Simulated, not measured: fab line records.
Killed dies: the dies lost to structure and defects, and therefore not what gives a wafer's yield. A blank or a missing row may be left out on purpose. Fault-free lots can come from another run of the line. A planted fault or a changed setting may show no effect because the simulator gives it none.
Which of the tools did it? ; flow gf180mcu ; Sampling: 13 lots, 39 wafers, 4 of 602 route steps

## WHAT EACH GAUGE READ, for each wafer
GF_V2_OVL_MEAS_15.
lot;measured;on;V2_OVL (nm)
L352;day 20 22:08;overlay-01;9 6 3
L353;day 21 09:41;overlay-02;0 1 8
L354;day 21 17:47;overlay-01;6 3 11
L355;day 22 05:40;overlay-01;5 10 3
L356;day 22 11:59;overlay-01;2 -2 -1
L359;day 23 10:58;overlay-01;3 3 5
L365;day 25 13:17;overlay-02;5 9 0
L366;day 25 17:17;overlay-02;-4 9 8
L368;day 26 12:35;overlay-02;5 14 -1
L369;day 26 16:14;overlay-01;1 -2 -7
L370;day 27 13:56;overlay-02;0 -1 2
L372;day 27 15:22;overlay-02;7 3 6
L373;day 27 23:35;overlay-02;2 10 15

## WHAT TOOL EACH LOT RAN ON (gives the tool, then ch and the chambers of the sampled wafers, and finally the start)
lot;GF_V1_CVD_23;GF_M2_SPUTTER_04;GF_V2_COAT_09
L352;cvdW-01 ch 0,1, day 18 19:19;pvdSputter-03, day 18 20:06;lithoTrack-02 ch 0, day 20 09:00
L353;cvdW-01 ch 0,1, day 19 07:16;pvdSputter-01, day 19 08:02;lithoTrack-04 ch 0, day 20 21:00
L354;cvdW-01 ch 0,1, day 19 15:16;pvdSputter-01, day 19 16:02;lithoTrack-02 ch 0, day 21 05:00
L355;cvdW-01 ch 0,1, day 20 03:37;pvdSputter-03, day 20 04:23;lithoTrack-02 ch 0, day 21 17:00
L356;cvdW-01 ch 0,1, day 20 11:17;pvdSputter-01, day 20 12:04;lithoTrack-02 ch 0, day 22 00:00
L359;cvdW-01 ch 0,1, day 21 10:52;pvdSputter-03, day 21 11:38;lithoTrack-03 ch 0, day 22 23:00
L365;cvdW-01 ch 0,1, day 23 14:20;pvdSputter-04, day 23 15:07;lithoTrack-04 ch 0, day 25 01:00
L366;cvdW-02 ch 0,1, day 23 18:52;pvdSputter-04, day 23 19:38;lithoTrack-03 ch 0, day 25 05:00
L368;cvdW-01 ch 0,1, day 24 15:58;pvdSputter-03, day 24 16:43;lithoTrack-02 ch 0, day 26 02:00
L369;cvdW-01 ch 0,1, day 24 20:01;pvdSputter-03, day 24 20:46;lithoTrack-03 ch 0, day 26 05:00
L370;cvdW-01 ch 1, day 25 18:44;pvdSputter-03, day 25 19:37;lithoTrack-04 ch 0, day 27 02:00
L372;cvdW-01 ch 1, day 25 19:17;pvdSputter-04, day 25 20:13;lithoTrack-03 ch 0, day 27 04:00
L373;cvdW-01 ch 0,1, day 26 03:55;pvdSputter-01, day 26 04:40;lithoTrack-03 ch 0, day 27 13:00
- GF_V1_CVD_23: deposits W, target thk 350 nm, time 105.05 s.
- GF_M2_SPUTTER_04: material TiN, target thk 50 nm, time 41.7 s.
- GF_V2_COAT_09: resist thk 1000 nm.

## WHAT THE TOOLS THEMSELVES READ (means of the sampled wafers that have a number; where no wafer has one, the mark that the record gives instead)
GF_V1_CVD_23.
lot;tool;heaterPowerW (W)
L352;cvdW-01;918
L353;cvdW-01;917
L354;cvdW-01;986
L355;cvdW-01;915
L356;cvdW-01;982
L359;cvdW-01;923
L365;cvdW-01;970
L366;cvdW-02;842
L368;cvdW-01;929
L369;cvdW-01;932
L370;cvdW-01;866
L372;cvdW-01;870
L373;cvdW-01;977

GF_M2_SPUTTER_04.
lot;tool;throttleValvePct (%)
L352;pvdSputter-03;29.4
L353;pvdSputter-01;30.3
L354;pvdSputter-01;30.6
L355;pvdSputter-03;30.0
L356;pvdSputter-01;29.9
L359;pvdSputter-03;29.3
L365;pvdSputter-04;29.8
L366;pvdSputter-04;29.9
L368;pvdSputter-03;30.0
L369;pvdSputter-03;29.3
L370;pvdSputter-03;29.4
L372;pvdSputter-04;30.0
L373;pvdSputter-01;29.2

## THE ANSWER, worked out from the rows above alone
Rule: usual is defined by the lots themselves. Put in order of their means at a reading, lots are off if they are a third of the lots or fewer, leave a main group of 4 or more, and stand apart from it by a gap of 3 or more times the standard deviation of the main group's means; of several such gaps the widest counts. The tables above print the reading to a certain number of digits; a main group whose means all agree to those digits is not used. A lot without any number at a reading at which 4 lots or more have one is off too. Any other lot the step has rows for is counted as sound. After the gauges, taken in route order, come the tools' own readings; for these a lot's mean is taken, as printed above. At the first step where some lot is off, the reading lying furthest off is the one used; lots without a number count as furthest.
No lot is off at any reading shown: from this, nothing can be told.

## WHAT THE SIMULATOR HAD PUT IN
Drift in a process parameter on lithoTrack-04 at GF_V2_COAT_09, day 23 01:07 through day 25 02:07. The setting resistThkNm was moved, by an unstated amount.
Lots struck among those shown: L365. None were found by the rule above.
